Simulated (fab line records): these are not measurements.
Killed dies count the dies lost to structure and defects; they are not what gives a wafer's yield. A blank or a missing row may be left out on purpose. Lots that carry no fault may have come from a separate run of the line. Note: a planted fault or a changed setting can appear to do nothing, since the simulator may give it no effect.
Which tool did it?    flow gf180mcu    39 wafers from 13 lots sampled at 2 of the route's 602 steps

## WHAT EACH GAUGE READ, for each wafer
GF_V1_OVL_MEAS_15. Usual: V1_OVL typically reads -1 nm, with standard deviation 7.4.
lot   measured      on          V1_OVL (nm)  flag
L482  day 18 05:27  overlay-02  9 -5 -1      
L485  day 19 08:56  overlay-01  -3 -1 -6     
L486  day 20 01:41  overlay-02  -17 -12 -12  
L487  day 20 13:41  overlay-02  -3 -1 -2     
L489  day 21 00:44  overlay-01  4 -7 5       
L491  day 21 18:14  overlay-02  8 12 5       
L492  day 22 01:19  overlay-02  -3 -9 -3     
L493  day 22 07:38  overlay-01  8 -1 2       
L494  day 22 14:32  overlay-01  0 -13 -5     
L497  day 23 14:07  overlay-01  0 8 15       
L500  day 24 12:48  overlay-01  0 -2 3       
L501  day 24 18:20  overlay-02  -5 -6 5      
L502  day 25 04:05  overlay-01  -3 0 0       

## WHAT TOOL EACH LOT RAN ON (gives the tool, then ch and the chambers of the sampled wafers, and finally the start)
lot   GF_M1_SPUTTER_01
L482  pvd_sputter-02, day 16 05:42
L485  pvd_sputter-02, day 17 08:10
L486  pvd_sputter-01, day 17 23:36
L487  pvd_sputter-02, day 18 11:23
L489  pvd_sputter-01, day 18 23:01
L491  pvd_sputter-01, day 19 17:21
L492  pvd_sputter-01, day 19 23:34
L493  pvd_sputter-02, day 20 06:59
L494  pvd_sputter-01, day 20 13:28
L497  pvd_sputter-01, day 21 15:14
L500  pvd_sputter-03, day 22 13:52
L501  pvd_sputter-01, day 22 20:09
L502  pvd_sputter-02, day 23 06:20
- GF_M1_SPUTTER_01: material TiN, target thk 30 nm, time 25 s.

## WHAT THE TOOLS THEMSELVES READ (means of the sampled wafers that have a number; where no wafer has one, the mark that the record gives instead)
GF_M1_SPUTTER_01. Usual: 29.9 % for throttle_valve_pct, sd 0.9.
lot   tool            throttle_valve_pct (%)  flag
L482  pvd_sputter-02  29.7                    
L485  pvd_sputter-02  29.8                    
L486  pvd_sputter-01  30.6                    
L487  pvd_sputter-02  29.8                    
L489  pvd_sputter-01  30.5                    
L491  pvd_sputter-01  30.3                    
L492  pvd_sputter-01  30.4                    
L493  pvd_sputter-02  30.0                    
L494  pvd_sputter-01  29.7                    
L497  pvd_sputter-01  30.3                    
L500  pvd_sputter-03  28.9                    
L501  pvd_sputter-01  29.8                    
L502  pvd_sputter-02  29.3                    

## THE ANSWER, worked out from the rows above alone
Rule: take the mean of a lot's wafers that have a number; if it is more than 3 standard deviations from the usual mean, the lot is off. A lot without any number at a reading at which 4 lots or more have one is off too. The other lots that the step has rows for count as sound. The gauges are gone through in route order, then the tools' own readings, and for those a lot's mean is taken as printed above. The first step at which some lot is off is used, and at that step the reading that is off furthest; a lot without a number counts as furthest.
None of the lots is off at any reading shown; this tells nothing.

## WHAT WAS PUT IN BY THE SIMULATOR
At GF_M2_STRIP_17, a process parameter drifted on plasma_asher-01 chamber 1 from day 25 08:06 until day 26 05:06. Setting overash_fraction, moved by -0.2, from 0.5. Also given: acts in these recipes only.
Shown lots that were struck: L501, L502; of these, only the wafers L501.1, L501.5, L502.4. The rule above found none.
